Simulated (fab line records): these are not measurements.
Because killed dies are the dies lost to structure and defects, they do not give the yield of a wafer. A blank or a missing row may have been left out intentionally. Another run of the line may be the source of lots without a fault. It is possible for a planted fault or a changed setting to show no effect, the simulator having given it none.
fab line records	flow sky130
[record] lots = 12	wafers = 36	last_day = 50
route steps=708 shown VIA3@590 VIA4@642 METAL5@662 PAD_OPEN@702
lots with no fault: from the same line, run without faults
start_h: hours from the record's first day to the start of the lot's first wafer shown	wait_h: time in hours since the lot's previous step	" identical to the entry in the row above	L1.1+2: one row covering several wafers at once	- value missing, or start not given	* or withheld: withheld	< > ~ a bound
route shown NAME@n: NAME is a module with steps in the file, n the number in the route of the first one	usual: the fault-free wafers' mean and standard deviation	same: alike in all rows	chamber/n: place in a boat	sites: each site's reading	_std_site: standard deviation across them	_edge_site: the outer-site mean with the inner-site mean subtracted	radius_mm: for every site, how far away it sits from the centre of the wafer	mask NAME#n: copy n	behind: the tool/chamber that last shaped the wafer	hold: reason for holding the lot/hours on hold/outcome of the hold	device: which transistor (n, p or np) failed to switch	end of line: the tests these same wafers got at the end of their route	a step without rows: its recipe alone	killed: the dies lost at the first sort to structure and to defects; this is not the yield of the wafer	map: dies across one wafer; x = killed, . = not, _ = none there
set.NAME: the setting the step ran with; set.NAME@STEP: the setting that earlier step ran with	model.NAME: the simulator's own value behind a step, which no gauge read
route steps across a sampled set of lots; one table per step, one row per wafer
services: from which hour (start_h, from the record's first day; less than 0 if before it) a tool's chamber was out of use, for how many hours, and why
[[steps]]
[step SKY_VIA3_STRIP_17]
[recipe] chemistry = post_etch_residue_remover	time_s = 1200	temp_c = 72.5
lot.wafer	tool	chamber	start_h	wait_h
L253.1+3+4	wet_bench-03	2	946.49	0.1
L254.1+2+5	wet_bench-04	2	957.01	0.1
L255.1+3+6	wet_bench-04	1	963.30	0.1
L256.3+4+5	wet_bench-04	2	970.09	0.0
L258.1+2+6	wet_bench-01	0	991.63	0.1
L259.1+2+3	wet_bench-01	3	993.44	0.1
L260.3+4+5	wet_bench-04	1	1000.09	0.0
L261.4+5+6	wet_bench-04	2	1004.29	0.0
L262.1+3+6	wet_bench-04	3	1010.99	0.1
L263.3+4+6	wet_bench-01	3	1023.48	0.0
L264.1+3+6	wet_bench-04	0	1024.19	0.1
L273.1+5+6	wet_bench-03	0	1082.09	0.1
[step SKY_VIA4_BOW_MEAS_03]
[recipe] mode = bow
[usual] VIA4_BOW = 78/7.5
lot.wafer	tool	chamber	start_h	wait_h	VIA4_BOW[um]
L253.1	film_metro-04	-	997.84	0.1	79
L253.3	"	-	"	"	83
L253.4	"	-	"	"	91
L254.1	film_metro-04	-	1008.44	0.1	76
L254.2	"	-	"	"	82
L254.5	"	-	"	"	88
L255.1	film_metro-03	-	1012.15	0.1	70
L255.3	"	-	"	"	64
L255.6	"	-	"	"	86
L256.3	film_metro-02	-	1021.29	0.3	75
L256.4	"	-	"	"	79
L256.5	"	-	"	"	77
L258.1	film_metro-03	-	1041.33	0.1	73
L258.2	"	-	"	"	81
L258.6	"	-	"	"	92
L259.1	film_metro-03	-	1042.26	0.1	85
L259.2	"	-	"	"	96
L259.3	"	-	"	"	79
L260.3	film_metro-04	-	1048.02	0.2	86
L260.4	"	-	"	"	78
L260.5	"	-	"	"	80
L261.4	film_metro-03	-	1053.12	0.3	77
L261.5	"	-	"	"	91
L261.6	"	-	"	"	89
L262.1	film_metro-03	-	1058.37	0.1	76
L262.3	"	-	"	"	70
L262.6	"	-	"	"	83
L263.3	film_metro-04	-	1070.93	0.2	69
L263.4	"	-	"	"	77
L263.6	"	-	"	"	77
L264.1	film_metro-03	-	1071.87	0.2	71
L264.3	"	-	"	"	67
L264.6	"	-	"	"	79
L273.1	film_metro-04	-	1126.72	0.1	76
L273.5	"	-	"	"	75
L273.6	"	-	"	"	74
[step SKY_METAL5_SPUTTER_01]
[recipe] material = TiN	target_thk_nm = 20	power_w = 6500	time_s = 16.7	chamber_pressure_pa = 0.4
[usual] cathode_dc_power_W = 6499.9/1.2	throttle_valve_pct = 30.0/0.89
lot.wafer	tool	chamber	start_h	wait_h	cathode_dc_power_W	throttle_valve_pct
L253.1	pvd_sputter-01	-	1022.32	0.0	6501.0	29.4
L253.3	"	-	"	"	6499.1	29.1
L253.4	"	-	"	"	6501.4	31.4
L254.1	pvd_sputter-01	-	1031.94	0.0	6500.5	29.0
L254.2	"	-	"	"	6501.4	31.8
L254.5	"	-	"	"	6499.6	29.5
L255.1	pvd_sputter-04	-	1035.57	0.0	6502.1	30.1
L255.3	"	-	"	"	6500.0	31.0
L255.6	"	-	"	"	6499.0	29.9
L256.3	pvd_sputter-01	-	1044.48	0.0	6498.9	31.0
L256.4	"	-	"	"	6501.4	29.4
L256.5	"	-	"	"	6500.5	28.9
L258.1	pvd_sputter-04	-	1064.27	0.0	6499.6	30.9
L258.2	"	-	"	"	6501.1	29.7
L258.6	"	-	"	"	6502.2	29.7
L259.1	pvd_sputter-04	-	1065.27	0.0	6498.3	29.9
L259.2	"	-	"	"	6500.2	30.0
L259.3	"	-	"	"	6501.8	31.1
L260.3	pvd_sputter-02	-	1070.72	0.0	6499.1	29.9
L260.4	"	-	"	"	6499.2	30.4
L260.5	"	-	"	"	6501.3	29.7
L261.4	pvd_sputter-01	-	1075.97	0.0	6500.4	31.6
L261.5	"	-	"	"	6500.9	29.2
L261.6	"	-	"	"	6499.7	31.9
L262.1	pvd_sputter-01	-	1080.66	0.0	6499.6	28.9
L262.3	"	-	"	"	6498.7	29.4
L262.6	"	-	"	"	6499.9	31.7
L263.3	pvd_sputter-02	-	1093.02	0.0	6499.1	30.9
L263.4	"	-	"	"	6500.8	29.5
L263.6	"	-	"	"	6500.4	30.2
L264.1	pvd_sputter-01	-	1093.66	0.0	6499.8	28.9
L264.3	"	-	"	"	6499.3	30.8
L264.6	"	-	"	"	6498.9	29.2
L273.1	pvd_sputter-04	-	1147.56	0.0	6499.8	28.8
L273.5	"	-	"	"	6500.4	29.7
L273.6	"	-	"	"	6499.8	28.5
[step SKY_PAD_OPEN_STRIP_08]
[recipe] chemistry = O2/N2	power_w = 1400	pressure_mtorr = 1500	platen_temp_c = withheld	overash_fraction = 0.7	o2_flow_sccm = 3000	n2_flow_sccm = 300
[usual] drypump_motor_current_A = 5.6/0.44	oes_product_au = 0.663/0.0041	strip_time_to_endpoint_s = 37.05/0.097
[same] overash_fraction = 0.7
lot.wafer	tool	chamber	start_h	wait_h	drypump_motor_current_A	oes_product_au	rf_hours_counter_h	strip_time_to_endpoint_s
L253.1	plasma_asher-02	1	1088.41	0.1	6.3	0.665	2	36.98
L253.3	"	0	"	"	5.4	0.665	-	37.02
L253.4	"	1	"	"	6.4	0.660	-	37.09
L254.1	plasma_asher-01	1	1096.99	0.1	6.1	0.665	65	37.01
L254.2	"	0	"	"	5.4	0.660	65	37.01
L254.5	"	1	"	"	6.1	0.669	-	37.02
L255.1	plasma_asher-01	0	1100.19	0.1	5.3	0.665	65	36.97
L255.3	"	0	"	"	5.4	0.660	-	37.05
L255.6	"	0	"	"	5.4	0.659	-	37.01
L256.3	plasma_asher-03	1	1108.88	0.1	5.1	0.664	-	37.10
L256.4	"	0	"	"	5.6	0.651	-	37.08
L256.5	"	1	"	"	5.1	0.671	-	37.13
L258.1	plasma_asher-03	1	1126.54	0.1	5.1	0.657	98	37.05
L258.2	"	0	"	"	5.6	0.662	98	37.18
L258.6	"	1	"	"	5.1	0.670	-	37.17
L259.1	plasma_asher-01	0	1127.06	0.1	5.4	0.664	67	37.04
L259.2	"	1	"	"	6.1	0.659	67	36.95
L259.3	"	0	"	"	5.3	0.662	-	36.97
L260.3	plasma_asher-02	1	1133.03	0.1	6.4	0.660	-	37.18
L260.4	"	0	"	"	5.3	0.664	-	37.11
L260.5	"	0	"	"	5.3	0.659	-	37.08
L261.4	plasma_asher-02	0	1137.53	0.1	5.3	0.668	-	37.05
L261.5	"	0	"	"	5.4	0.661	-	37.04
L261.6	"	1	"	"	6.3	0.667	-	36.94
L262.1	plasma_asher-03	1	1140.46	0.1	5.1	0.666	99	37.02
L262.3	"	1	"	"	5.1	0.656	-	36.94
L262.6	"	0	"	"	5.6	0.663	-	36.98
L263.3	plasma_asher-01	0	1152.01	0.1	5.3	0.669	-	36.84
L263.4	"	1	"	"	6.1	0.662	-	36.93
L263.6	"	0	"	"	5.4	0.663	-	36.98
L264.1	plasma_asher-03	1	1153.33	0.1	5.1	0.664	101	37.17
L264.3	"	1	"	"	5.1	0.667	-	37.21
L264.6	"	1	"	"	5.1	0.658	-	37.15
L273.1	plasma_asher-02	0	1199.61	0.1	5.3	0.659	13	37.00
L273.5	"	0	"	"	5.3	0.663	-	37.11
L273.6	"	1	"	"	6.4	0.664	-	37.07
[step SKY_PAD_OPEN_PROBE_99]
[usual] defect_limited_yield = 82.4/1.9	killed_at_M0_to_M3 = 43/7.1	killed_at_M4_up = 3.2/1.7	killed_at_contacts = 24/5.6	killed_at_front_end = 16/5	killed_at_other = 0.4/0.68	killed_dies = 86/9.3	killed_open = 47/7.1	killed_short = 39/5.7	sort_bin_3_pad_short = 0.9/0.38	sort_bin_5_function = 10.4/1.5	sort_bin_6_memory = 6.3/1.3	sort_n_pass = 406/9.3	sort_yield_pct = 82.4/1.9
[same] gross_dies = 492	killed_at_back_side = 0	sort_bin_4_leakage[%] = 0	sort_bin_8_speed[%] = 0
lot.wafer	tool	chamber	start_h	wait_h	hold	defect_limited_yield[%]	killed_at_M0_to_M3	killed_at_M4_up	killed_at_contacts	killed_at_front_end	killed_at_other	killed_dies	killed_open	killed_short	sort_bin_3_pad_short[%]	sort_bin_5_function[%]	sort_bin_6_memory[%]	sort_n_pass	sort_yield_pct[%]
L253.1	prober-01	-	1090.62	0.1	-	81.1	47	7	15	22	2	93	48	45	0.8	9.8	8.3	399	81.1
L253.3	prober-01	-	1090.72	0.2	-	84.6	23	5	22	24	2	76	40	36	1.2	8.1	6.1	416	84.6
L253.4	prober-01	-	1090.77	0.2	-	81.5	48	7	22	14	0	91	43	47	2.0	10.6	5.9	401	81.5
L254.1	prober-02	-	1099.20	0.1	-	84.3	33	1	18	25	0	77	46	31	1.2	8.9	5.5	415	84.3
L254.2	prober-02	-	1099.25	0.1	-	82.7	50	2	22	10	1	85	50	34	0.2	10.2	6.9	407	82.7
L254.5	prober-02	-	1099.40	0.2	-	83.9	42	2	20	15	0	79	42	37	0.6	8.7	6.7	413	83.9
L255.1	prober-01	-	1102.40	0.1	-	83.7	41	5	18	15	1	80	39	39	0.8	9.8	5.7	412	83.7
L255.3	prober-01	-	1102.50	0.2	-	85.4	39	2	12	19	0	72	34	37	1.0	8.9	4.7	420	85.4
L255.6	prober-01	-	1102.65	0.2	-	82.3	44	7	26	10	0	87	44	43	1.0	8.5	8.1	405	82.3
L256.3	prober-02	-	1111.19	0.2	-	83.9	34	3	19	22	1	79	41	37	1.2	9.3	5.5	413	83.9
L256.4	prober-02	-	1111.24	0.2	-	82.3	31	4	29	23	0	87	34	53	1.6	9.3	6.7	405	82.3
L256.5	prober-02	-	1111.29	0.2	-	83.5	36	5	21	18	1	81	39	41	1.2	9.8	5.5	411	83.5
L258.1	prober-02	-	1128.76	0.1	-	78.7	47	4	42	12	0	105	60	45	1.0	13.8	6.5	387	78.7
L258.2	prober-02	-	1128.81	0.1	-	81.1	41	4	24	24	0	93	55	38	1.2	10.4	7.3	399	81.1
L258.6	prober-02	-	1129.01	0.2	-	84.6	34	2	28	12	0	76	46	30	0.4	9.8	5.3	416	84.6
L259.1	prober-01	-	1129.28	0.1	-	83.1	42	6	23	12	0	83	45	38	0.6	11.4	4.9	409	83.1
L259.2	prober-01	-	1129.33	0.1	-	79.5	47	2	30	21	1	101	62	39	1.4	11.0	8.1	391	79.5
L259.3	prober-01	-	1129.38	0.2	-	80.5	45	2	34	15	0	96	63	33	0.6	11.8	7.1	396	80.5
L260.3	prober-02	-	1135.30	0.2	-	83.9	41	2	26	10	0	79	41	38	0.8	11.0	4.3	413	83.9
L260.4	prober-02	-	1135.35	0.2	-	81.7	58	2	15	14	1	90	56	33	0.6	11.0	6.7	402	81.7
L260.5	prober-02	-	1135.40	0.2	-	83.9	43	3	24	9	0	79	50	29	0.6	11.2	4.3	413	83.9
L261.4	prober-01	-	1140.06	0.2	-	82.5	55	4	19	8	0	86	48	37	0.8	11.6	5.1	406	82.5
L261.5	prober-01	-	1140.11	0.2	-	82.5	47	2	26	10	1	86	53	33	0.4	8.9	8.1	406	82.5
L261.6	prober-01	-	1140.16	0.2	-	81.7	45	4	31	9	1	90	45	44	0.8	10.0	7.5	402	81.7
L262.1	prober-02	-	1142.67	0.1	await_dispo/14.3h/release	72.0	100	1	27	10	0	138	45	28	4.3	17.1	6.7	354	72.0
L262.3	prober-02	-	1142.77	0.2	await_dispo/14.3h/release	73.6	95	4	24	7	0	130	40	25	5.3	14.0	7.1	362	73.6
L262.6	prober-02	-	1142.92	0.2	await_dispo/14.3h/release	71.1	113	2	18	9	0	142	40	36	3.7	15.2	10.0	350	71.1
L263.3	prober-01	-	1154.39	0.2	-	83.5	55	6	8	12	0	81	39	42	1.4	9.1	5.9	411	83.5
L263.4	prober-01	-	1154.44	0.2	-	87.6	36	4	13	8	0	61	34	27	0.6	7.7	4.1	431	87.6
L263.6	prober-01	-	1154.54	0.2	-	86.0	32	5	15	17	0	69	38	31	0	8.1	5.9	423	86.0
L264.1	prober-02	-	1155.63	0.1	await_dispo/1.5h/release	73.6	99	6	17	8	0	130	30	46	4.7	16.1	5.7	362	73.6
L264.3	prober-02	-	1155.73	0.2	await_dispo/1.5h/release	72.2	93	1	26	17	0	137	56	31	4.1	17.5	6.3	355	72.2
L264.6	prober-02	-	1155.88	0.2	await_dispo/1.5h/release	72.0	85	4	29	18	2	138	50	34	3.9	17.5	6.7	354	72.0
L273.1	prober-02	-	1201.82	0.1	-	84.6	42	1	13	20	0	76	37	39	1.0	8.7	5.7	416	84.6
L273.5	prober-02	-	1202.02	0.2	-	83.7	35	4	27	14	0	80	45	35	1.0	9.3	5.9	412	83.7
L273.6	prober-02	-	1202.07	0.2	-	80.5	58	4	20	14	0	96	58	38	0.6	11.0	7.9	396	80.5
// killed by level:class
L253.1 VIA1:geometric_particle:open=11 POLY_GATE:geometric_particle:short=7 VIA2:geometric_particle:open=7 CONTACT:geometric_particle:open=6 FIELD_ISO:geometric_particle:open=5 METAL2:geometric_particle:short=5 VIA1:geometric_particle:short=5 METAL4:geometric_particle:short=5
L253.3 POLY_GATE:geometric_particle:open=7 FIELD_ISO:geometric_particle:open=6 LI_CONTACT:geometric_particle:open=5 CONTACT:geometric_particle:open=5 POLY_GATE:geometric_particle:short=4 LI_CONTACT:geometric_particle:short=4 METAL3:geometric_particle:short=4 CONTACT:geometric_particle:short=4
L253.4 VIA1:geometric_particle:open=16 METAL2:geometric_particle:short=8 LOCAL_INTERCONNECT:geometric_particle:short=7 CONTACT:geometric_particle:short=6 METAL4:geometric_particle:short=6 VIA2:geometric_particle:open=5 POLY_GATE:geometric_particle:short=5 LI_CONTACT:geometric_particle:open=5
L254.1 CONTACT:geometric_particle:open=10 VIA1:geometric_particle:open=8 FIELD_ISO:geometric_particle:short=7 FIELD_ISO:geometric_particle:open=5 VIA3:geometric_particle:open=5 POLY_GATE:geometric_particle:open=4 LI_CONTACT:geometric_particle:open=4 METAL1:geometric_particle:short=4
L254.2 VIA3:geometric_particle:open=13 CONTACT:geometric_particle:open=8 METAL2:geometric_particle:short=8 VIA1:geometric_particle:open=8 LI_CONTACT:geometric_particle:open=6 VIA2:geometric_particle:open=6 LOCAL_INTERCONNECT:geometric_particle:short=5 METAL1:geometric_particle:short=4
L254.5 VIA1:geometric_particle:open=13 FIELD_ISO:geometric_particle:short=6 CONTACT:geometric_particle:open=6 VIA2:geometric_particle:open=6 VIA3:geometric_particle:open=6 LI_CONTACT:geometric_particle:open=5 LOCAL_INTERCONNECT:geometric_particle:short=5 POLY_GATE:geometric_particle:short=4
L255.1 CONTACT:geometric_particle:open=8 LI_CONTACT:geometric_particle:open=6 VIA1:geometric_particle:open=6 VIA3:geometric_particle:open=6 FIELD_ISO:geometric_particle:short=5 POLY_GATE:geometric_particle:short=5 METAL1:geometric_particle:short=5 VIA1:geometric_particle:short=5
L255.3 VIA1:geometric_particle:open=10 POLY_GATE:geometric_particle:short=7 VIA3:geometric_particle:open=7 METAL1:geometric_particle:short=6 METAL2:geometric_particle:short=4 FIELD_ISO:geometric_particle:open=3 POLY_GATE:geometric_particle:open=3 LOCAL_INTERCONNECT:geometric_particle:short=3
L255.6 VIA1:geometric_particle:short=12 CONTACT:geometric_particle:open=10 VIA2:geometric_particle:open=8 VIA1:geometric_particle:open=8 LI_CONTACT:geometric_particle:open=5 CONTACT:geometric_particle:short=4 METAL4:geometric_particle:short=4 FIELD_ISO:geometric_particle:open=3
L256.3 CONTACT:geometric_particle:open=8 VIA1:geometric_particle:open=7 VIA1:geometric_particle:short=7 FIELD_ISO:geometric_particle:short=6 VIA2:geometric_particle:open=5 LI_CONTACT:geometric_particle:open=4 METAL2:geometric_particle:short=4 POLY_GATE:geometric_particle:open=3
L256.4 LI_CONTACT:geometric_particle:open=7 METAL1:geometric_particle:short=6 FIELD_ISO:geometric_particle:short=6 LI_CONTACT:geometric_particle:short=6 CONTACT:geometric_particle:short=6 CONTACT:geometric_particle:open=6 FIELD_ISO:geometric_particle:open=5 SPACER:geometric_particle:short=4
L256.5 VIA1:geometric_particle:open=12 LI_CONTACT:geometric_particle:open=7 METAL2:geometric_particle:short=7 METAL1:geometric_particle:short=6 POLY_GATE:geometric_particle:short=5 POLY_GATE:geometric_particle:open=5 LOCAL_INTERCONNECT:geometric_particle:short=5 FIELD_ISO:geometric_particle:open=4
L258.1 CONTACT:geometric_particle:open=14 LI_CONTACT:geometric_particle:open=11 VIA1:geometric_particle:open=10 METAL2:geometric_particle:short=9 METAL1:geometric_particle:short=8 VIA3:geometric_particle:open=7 LOCAL_INTERCONNECT:geometric_particle:short=7 CONTACT:geometric_particle:short=6
L258.2 VIA1:geometric_particle:open=13 CONTACT:geometric_particle:open=10 FIELD_ISO:geometric_particle:short=7 FIELD_ISO:geometric_particle:open=7 LI_CONTACT:geometric_particle:open=6 METAL2:geometric_particle:short=6 METAL1:geometric_particle:short=6 CONTACT:geometric_particle:short=5
L258.6 CONTACT:geometric_particle:open=17 VIA1:geometric_particle:open=9 CONTACT:geometric_particle:short=6 VIA2:geometric_particle:open=5 VIA3:geometric_particle:short=5 VIA2:geometric_particle:short=5 FIELD_ISO:geometric_particle:open=4 VIA3:geometric_particle:open=4
L259.1 CONTACT:geometric_particle:open=11 VIA1:geometric_particle:open=8 VIA1:geometric_particle:short=6 VIA3:geometric_particle:open=6 VIA2:geometric_particle:open=5 METAL2:geometric_particle:short=4 LI_CONTACT:geometric_particle:short=4 VIA2:geometric_particle:short=4
L259.2 CONTACT:geometric_particle:open=12 VIA1:geometric_particle:open=10 VIA3:geometric_particle:open=9 POLY_GATE:geometric_particle:short=8 VIA2:geometric_particle:open=8 METAL2:geometric_particle:short=7 POLY_GATE:geometric_particle:open=6 LI_CONTACT:geometric_particle:open=6
L259.3 VIA1:geometric_particle:open=15 CONTACT:geometric_particle:open=13 CONTACT:geometric_particle:short=9 VIA2:geometric_particle:open=8 LI_CONTACT:geometric_particle:open=7 LOCAL_INTERCONNECT:geometric_particle:short=5 VIA1:geometric_particle:short=5 VIA3:geometric_particle:open=5
L260.3 VIA1:geometric_particle:open=9 VIA2:geometric_particle:open=8 CONTACT:geometric_particle:open=7 LI_CONTACT:geometric_particle:open=7 LOCAL_INTERCONNECT:geometric_particle:short=6 METAL1:geometric_particle:short=5 VIA1:geometric_particle:short=5 LI_CONTACT:geometric_particle:short=4
L260.4 VIA2:geometric_particle:open=12 VIA1:geometric_particle:open=9 VIA3:geometric_particle:open=8 CONTACT:geometric_particle:open=7 FIELD_ISO:geometric_particle:open=6 VIA2:geometric_particle:short=6 METAL1:geometric_particle:short=4 VIA1:geometric_particle:short=4
L260.5 CONTACT:geometric_particle:open=11 VIA2:geometric_particle:open=9 VIA1:geometric_particle:open=6 VIA3:geometric_particle:open=6 METAL2:geometric_particle:short=5 FIELD_ISO:geometric_particle:open=4 LI_CONTACT:geometric_particle:open=4 METAL1:geometric_particle:short=4
L261.4 VIA1:geometric_particle:open=15 CONTACT:geometric_particle:open=8 VIA3:geometric_particle:open=7 VIA2:geometric_particle:open=6 LI_CONTACT:geometric_particle:open=5 VIA1:geometric_particle:short=5 VIA3:geometric_particle:short=5 LI_CONTACT:geometric_particle:short=4
L261.5 VIA1:geometric_particle:open=14 CONTACT:geometric_particle:open=10 LI_CONTACT:geometric_particle:open=9 VIA2:geometric_particle:open=6 METAL1:geometric_particle:short=5 METAL2:geometric_particle:short=4 VIA3:geometric_particle:short=4 VIA3:geometric_particle:open=4
L261.6 VIA1:geometric_particle:open=12 LI_CONTACT:geometric_particle:open=9 CONTACT:geometric_particle:open=9 METAL1:geometric_particle:short=6 VIA1:geometric_particle:short=6 VIA2:geometric_particle:short=5 CONTACT:geometric_particle:short=4 VIA2:geometric_particle:open=4
L262.1 VIA3:unspecified=65 LI_CONTACT:geometric_particle:open=12 CONTACT:geometric_particle:open=10 VIA1:geometric_particle:open=6 VIA2:geometric_particle:open=6 POLY_GATE:geometric_particle:short=4 VIA2:geometric_particle:short=4 VIA3:geometric_particle:open=4
L262.3 VIA3:unspecified=65 CONTACT:geometric_particle:open=9 LI_CONTACT:geometric_particle:open=7 VIA2:geometric_particle:open=6 CONTACT:geometric_particle:short=5 VIA1:geometric_particle:open=5 VIA2:geometric_particle:short=5 METAL4:geometric_particle:short=4
L262.6 VIA3:unspecified=66 VIA1:geometric_particle:open=9 METAL1:geometric_particle:short=7 VIA2:geometric_particle:open=7 LI_CONTACT:geometric_particle:open=6 LI_CONTACT:geometric_particle:short=5 METAL2:geometric_particle:short=5 VIA1:geometric_particle:short=4
L263.3 VIA3:geometric_particle:open=11 METAL2:geometric_particle:short=8 METAL1:geometric_particle:short=7 VIA1:geometric_particle:open=6 VIA3:geometric_particle:short=6 POLY_GATE:geometric_particle:short=5 VIA2:geometric_particle:open=5 METAL4:geometric_particle:short=5
L263.4 VIA1:geometric_particle:open=6 CONTACT:geometric_particle:open=5 VIA2:geometric_particle:open=5 VIA3:geometric_particle:open=5 VIA1:geometric_particle:short=4 FIELD_ISO:geometric_particle:short=3 FIELD_ISO:geometric_particle:open=3 CONTACT:geometric_particle:short=3
L263.6 VIA1:geometric_particle:open=9 CONTACT:geometric_particle:open=6 POLY_GATE:geometric_particle:short=5 METAL1:geometric_particle:short=4 VIA1:geometric_particle:short=4 METAL2:geometric_particle:short=4 VIA2:geometric_particle:open=4 VIA3:geometric_particle:open=4
L264.1 VIA3:unspecified=54 VIA1:geometric_particle:short=11 VIA1:geometric_particle:open=8 VIA2:geometric_particle:open=6 CONTACT:geometric_particle:short=5 METAL2:geometric_particle:short=5 LOCAL_INTERCONNECT:geometric_particle:short=4 METAL1:geometric_particle:short=4
L264.3 VIA3:unspecified=50 CONTACT:geometric_particle:open=12 VIA1:geometric_particle:open=10 LI_CONTACT:geometric_particle:open=8 VIA2:geometric_particle:open=8 FIELD_ISO:geometric_particle:open=5 POLY_GATE:geometric_particle:open=4 METAL1:geometric_particle:short=4
L264.6 VIA3:unspecified=53 CONTACT:geometric_particle:open=10 VIA1:geometric_particle:open=9 LI_CONTACT:geometric_particle:open=8 CONTACT:geometric_particle:short=7 POLY_GATE:geometric_particle:open=5 FIELD_ISO:geometric_particle:short=4 VIA2:geometric_particle:open=4
L273.1 VIA3:geometric_particle:open=10 METAL3:geometric_particle:short=7 METAL1:geometric_particle:short=6 CONTACT:geometric_particle:open=6 VIA1:geometric_particle:short=5 FIELD_ISO:geometric_particle:short=4 POLY_GATE:geometric_particle:open=4 VIA2:geometric_particle:open=4
L273.5 LI_CONTACT:geometric_particle:open=12 VIA3:geometric_particle:open=7 CONTACT:geometric_particle:short=6 POLY_GATE:geometric_particle:open=5 VIA1:geometric_particle:open=5 VIA2:geometric_particle:open=5 FIELD_ISO:geometric_particle:short=4 METAL2:geometric_particle:short=4
L273.6 VIA1:geometric_particle:open=14 VIA3:geometric_particle:open=12 LI_CONTACT:geometric_particle:open=7 CONTACT:geometric_particle:open=7 VIA2:geometric_particle:open=6 METAL2:geometric_particle:short=6 FIELD_ISO:geometric_particle:open=5 METAL3:geometric_particle:short=5
[[services]]
tool	chamber	start_h	hours	kind
plasma_asher-01	-	938.11	1.0	repair
pvd_sputter-01	-	953.33	2.4	repair
plasma_asher-03	-	956.70	2.8	pm
pvd_sputter-01	1	980.73	-	consumable_replace:kit
pvd_sputter-01	1	980.73	18.0	scheduled_down
pvd_sputter-01	1	980.73	18.0	vent_cycle
pvd_sputter-01	-	986.96	1.9	repair
pvd_sputter-01	-	991.91	1.4	repair
plasma_asher-01	-	1000.97	6.9	repair
wet_bench-03	-	1011.99	0.8	repair
pvd_sputter-04	-	1030.74	2.0	repair
pvd_sputter-04	-	1030.76	1.6	repair
plasma_asher-01	-	1040.49	10.1	repair
plasma_asher-02	-	1055.25	9.0	pm
pvd_sputter-01	-	1064.10	3.9	repair
plasma_asher-01	-	1101.83	3.0	repair
pvd_sputter-01	0	1112.66	-	consumable_replace:kit
pvd_sputter-01	0	1112.66	18.0	scheduled_down
pvd_sputter-01	0	1112.66	18.0	vent_cycle
plasma_asher-01	-	1113.24	2.8	pm
pvd_sputter-02	-	1143.57	1.7	repair
plasma_asher-03	-	1168.24	0.8	repair
plasma_asher-01	-	1185.62	11.2	repair
plasma_asher-02	-	1188.65	1.6	repair
[[key]]
[first_sign] step = SKY_PAD_OPEN_PROBE_99	reading = sort_bin_3_pad_short	direction = up	sigmas = 9	usual = 0.9	struck = 4.3
[effect] step = SKY_PAD_OPEN_PROBE_99	reading = killed_at_M0_to_M3	direction = up	sigmas = 7.6	usual = 43	struck = 98
met_at SKY_VIA3_STRIP_17
struck_lots L262,L264
not_acting_at SKY_VIA4_BOW_MEAS_03,SKY_METAL5_SPUTTER_01,SKY_PAD_OPEN_STRIP_08
onset_between 1004.29 1010.99
[fault] kind = chamber_particle_source	tool = wet_bench-04	chamber = -	onset_h = 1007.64	steps = SKY_VIA3_STRIP_17	rate_per_visit_cm2 = 1.5397	end_h = 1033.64
